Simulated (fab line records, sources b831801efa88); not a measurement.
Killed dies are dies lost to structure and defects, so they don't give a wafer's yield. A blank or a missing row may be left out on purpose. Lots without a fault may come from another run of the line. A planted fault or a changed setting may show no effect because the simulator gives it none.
One fault seen from 2 desks | flow sky130 | each desk has only its own numbers; what lay behind them comes last

THE TOOL OWNER'S DESK: cmp-02
The tool's own readings at SKY_VIA4_CMP_02 (polishes SiO2): means of the sampled wafers that have a number, for each lot that ran on this tool. A lot is out of limits, marked OUT, if its mean lies more than 4 standard deviations from the usual mean; the brackets give that distance.
Columns: A = motor_current_A at SKY_VIA4_CMP_02, usual 11.5 A
lot  | first seen here | A
L498 | day 43 23:28    | 12.1
L497 | day 44 01:23    | 11.7
L500 | day 44 03:52    | 12.1
L502 | day 44 22:37    | 11.6
L506 | day 45 21:04    | 12.3
L508 | day 46 09:47    | 12.0
L509 | day 46 14:10    | 11.9
This desk's finding: nothing out of limits on any of the 7 lots.

THE METROLOGY DESK
What the gauges read, lot by lot, whatever tool the lot ran on: means of the sampled wafers that have a number. A lot is out of limits, marked OUT, if its mean lies more than 4 standard deviations from the usual mean; the brackets give that distance.
Columns: A = VIA4_W_THK at SKY_VIA4_THK_MEAS_20, usual 503 nm; B = PAD_OPEN_BOW at SKY_PAD_OPEN_BOW_MEAS_13, usual 49 um
lot  | first seen here | A   | B
L494 | day 43 14:05    | 498 | 42
L495 | day 43 17:16    | 501 | 69
L496 | day 44 06:12    | 502 | 56
L498 | day 44 22:59    | 509 | 55
L497 | day 45 01:29    | 501 | 54
L500 | day 45 03:37    | 497 | 44
L502 | day 45 20:55    | 503 | 45
L506 | day 46 19:25    | 506 | 51
L507 | day 46 22:06    | 506 | 38
L508 | day 47 07:59    | 505 | 49
L509 | day 47 11:30    | 496 | 34
L510 | day 48 04:50    | 513 | 49
This desk's finding: nothing out of limits on any of the 12 lots.

PUT TOGETHER
The tool owner's desk saw nothing out of limits.
The metrology desk saw nothing out of limits.

WHAT THE SIMULATOR HAD PUT IN
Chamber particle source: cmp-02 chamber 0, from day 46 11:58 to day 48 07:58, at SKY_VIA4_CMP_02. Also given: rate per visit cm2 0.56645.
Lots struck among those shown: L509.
